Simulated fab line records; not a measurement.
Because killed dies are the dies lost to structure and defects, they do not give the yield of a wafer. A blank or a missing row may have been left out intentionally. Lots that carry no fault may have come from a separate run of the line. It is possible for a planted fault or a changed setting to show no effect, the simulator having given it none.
Struck lot and sound lot, side by side + flow sky130 + 38 out of 708 route steps
Sound: these wafers, L762.3, L762.4, L762.5. The struck wafers were L765.1, L765.5, L765.6. At the end, the cause is stated.
Order at every step that has rows: each side's tool, ch and its chambers, its first start. Under that, the readings that differ: sound wafers + struck wafers + difference of the means + sigmas: that difference in standard deviations of wafers without a fault.
alike: words and numbers the same on both sides, and readings whose means are apart by under 2 such deviations; not compared: readings that were withheld, readings missing a value for some wafer, numbers with overlapping values and no deviation given by the record, and bounds like >300 which may hide the same value.
Wherever a step has rows on one side only, a row that says differs or no value, or a row with sigmas, the two part there. Non-overlapping numbers with no deviation appear without sigmas and do not part them. Lack of a reading on every wafer of one side parts them only where that side has two or more wafers.

first, 9 steps without rows for these wafers: SKY_VIA3_SPUTTER_20 (material TiN, target thk 20 nm, time 80 s); SKY_VIA3_CVD_21 (deposits W, target thk 390 nm, time 117.31 s); SKY_VIA3_CMP_24 (polishes, stops on SiO2, t overpolish 20 s, target thk 0 nm); SKY_METAL4_SPUTTER_00 (material Ti, target thk 15 nm, time 10 s); SKY_METAL4_SPUTTER_01 (material TiN, target thk 20 nm, time 16.7 s); SKY_METAL4_SPUTTER_02 (material AlCu, target thk 735 nm, time 39.1 s); SKY_METAL4_SPUTTER_03 (material Ti, target thk 5 nm, time 3.3 s); SKY_METAL4_SPUTTER_04 (material TiN, target thk 70 nm, time 58.3 s); SKY_CAP2M_CVD_00 (deposits SiO2, target thk 15.5 nm).
SKY_CAP2M_SPUTTER_02: material TiN, target thk 200 nm, time 166.7 s.
  sound on pvdSputter-01, day 45 11:39; struck on pvdSputter-03, day 45 23:56
| reading                                  | sound                | struck               | difference | sigmas      |
|------------------------------------------|----------------------|----------------------|------------|-------------|
| cathodeDcPowerW (W)                      | 6499.7 6498.7 6500.7 | 6182.4 6185.2 6182.0 | -316.5     | -99 or more |
| model.TiN_of_CAP2M_SPUTTER_02.thkNm (nm) | 200.8 202.6 201.9    | 190.4 190.4 189.7    | -11.6      |             |
  alike: throttleValvePct
SKY_CAP2M_RS_MEAS_03: measures by four-point-probe.
  sound on filmMetro-04, day 45 11:48; struck on filmMetro-04, day 46 00:02
| reading               | sound          | struck         | difference | sigmas |
|-----------------------|----------------|----------------|------------|--------|
| CAP2M_TIN_RS (ohm/sq) | 6.89 6.83 6.86 | 7.27 7.29 7.30 | +0.43      | +6     |
SKY_CAP2M_THK_MEAS_04: measures by xrf.
  sound on filmMetro-04, day 45 11:54; struck on filmMetro-04, day 46 00:10
| reading            | sound             | struck            | difference | sigmas |
|--------------------|-------------------|-------------------|------------|--------|
| CAP2M_TIN_THK (nm) | 200.0 202.3 202.0 | 190.3 189.8 189.7 | -11.5      | -5     |
then, 7 steps without rows for these wafers: SKY_CAP2M_DEHYDRATE_05 (time 60 s); SKY_CAP2M_HMDS_06 (prime time 60 s); SKY_CAP2M_COAT_07 (resist thk 1140 nm); SKY_CAP2M_SOFTBAKE_08 (time 60 s); SKY_CAP2M_EXPOSE_09 (exposes mask CAP2M, target cd 1000 nm); SKY_CAP2M_PEB_10; SKY_CAP2M_DEVELOP_11 (develop time 60 s).
SKY_CAP2M_METAL_ETCH_13: etches TiN in Cl2/BCl3, stops on SiO2, target depth 220 nm, time 62.9 s.
  sound on rieMetal-03 ch 0,1, day 46 08:53; struck on rieMetal-02 ch 1, day 46 20:35
| reading                         | sound                | struck               | difference | sigmas |
|---------------------------------|----------------------|----------------------|------------|--------|
| oesProductAu (a.u.)             | 0.946 0.948 0.950    | 0.915 0.910 0.917    | -0.034     | -4     |
| throttleValvePct (%)            | 21.897 21.901 21.897 | 21.916 21.925 21.922 | +0.023     | +2     |
| model.CAP2M.featureDepthNm (nm) | 200.8 202.6 201.9    | 190.4 190.4 189.7    | -11.6      |        |
| model.etch.depthNm (nm)         | 200.8 202.6 201.9    | 190.4 190.4 189.7    | -11.6      |        |
  alike: drypumpMotorCurrentA, mfcCl2Sccm
  not compared: rfHoursCounterH
then, 16 steps without rows for these wafers: SKY_CAP2M_STRIP_14 (strips in O2/N2); SKY_CAP2M_STRIP_15 (strips in post etch residue remover, time 1200 s); SKY_CAP2M_CLEAN_16 (cleans in IPA, time 180 s); SKY_CAP2M_CLEAN_17 (cleans in O3/DIW); SKY_METAL4_DEHYDRATE_05 (time 60 s); SKY_METAL4_HMDS_06 (prime time 60 s); SKY_METAL4_COAT_07 (resist thk 60 nm); SKY_METAL4_COAT_08 (resist thk 1140 nm); SKY_METAL4_SOFTBAKE_09 (time 90 s); SKY_METAL4_EXPOSE_10 (exposes mask MM4, target cd 300 nm); SKY_METAL4_PEB_11; SKY_METAL4_DEVELOP_12 (develop time 60 s); SKY_METAL4_DESCUM_15 (chemistry O2, time 8 s); SKY_METAL4_ETCH_16 (etches BARC in N2/H2, stops on SiO2, time 88.2 s, target depth 60 nm); SKY_METAL4_ETCH_17 (etches SiO2 in C4F8/O2/Ar, stops on TiN, time 3.9 s, target depth 15 nm); SKY_METAL4_METAL_ETCH_18 (etches the open film in Cl2/BCl3, stops on SiO2, target depth 845 nm, time 183.1 s).
SKY_METAL4_STRIP_20: strips in post etch residue remover, time 1200 s.
  sound on wetBench-04 ch 3, day 47 05:59; struck on wetBench-02 ch 1, day 47 17:56
| reading                                  | sound           | struck            | difference | sigmas |
|------------------------------------------|-----------------|-------------------|------------|--------|
| model.TiN_of_CAP2M_SPUTTER_02.thkNm (nm) | 199.9 201.7 201 | 189.6 189.5 188.9 | -11.5      |        |
-- the record jumps here: 3 days lie between the struck wafers' starts before and after (it left off in module METAL4 and takes up again in module PAD_OPEN, whose first step shown is number 708 of the route) --
SKY_PAD_OPEN_PROBE_99:
  sound on prober-02, day 50 10:40; struck on prober-01, day 50 20:29
| reading                        | sound             | struck          | difference | sigmas |
|--------------------------------|-------------------|-----------------|------------|--------|
| model.etest.capMim2.plateOhmSq | 5.967 5.888 5.882 | 6.236 6.3 6.277 | +0.359     |        |
  alike: defectLimitedYield, killed_at_M0_to_M3, killed_at_M4_up, killedAtContacts, killedAtFrontEnd, killedAtOther, killedDies, killedOpen, killedShort, sort_bin_3_pad_short, sort_bin_5_function, sort_bin_6_memory, sortNPass, sortYieldPct

## WHERE THEY PART
Earliest at SKY_CAP2M_SPUTTER_02; latest, in this record, at SKY_CAP2M_METAL_ETCH_13. Later steps at which nothing parts them and some readings are alike: SKY_PAD_OPEN_PROBE_99.

WHY: what the simulator had put in
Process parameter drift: pvdSputter-03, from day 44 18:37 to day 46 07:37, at SKY_CAP2M_SPUTTER_02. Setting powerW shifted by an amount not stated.
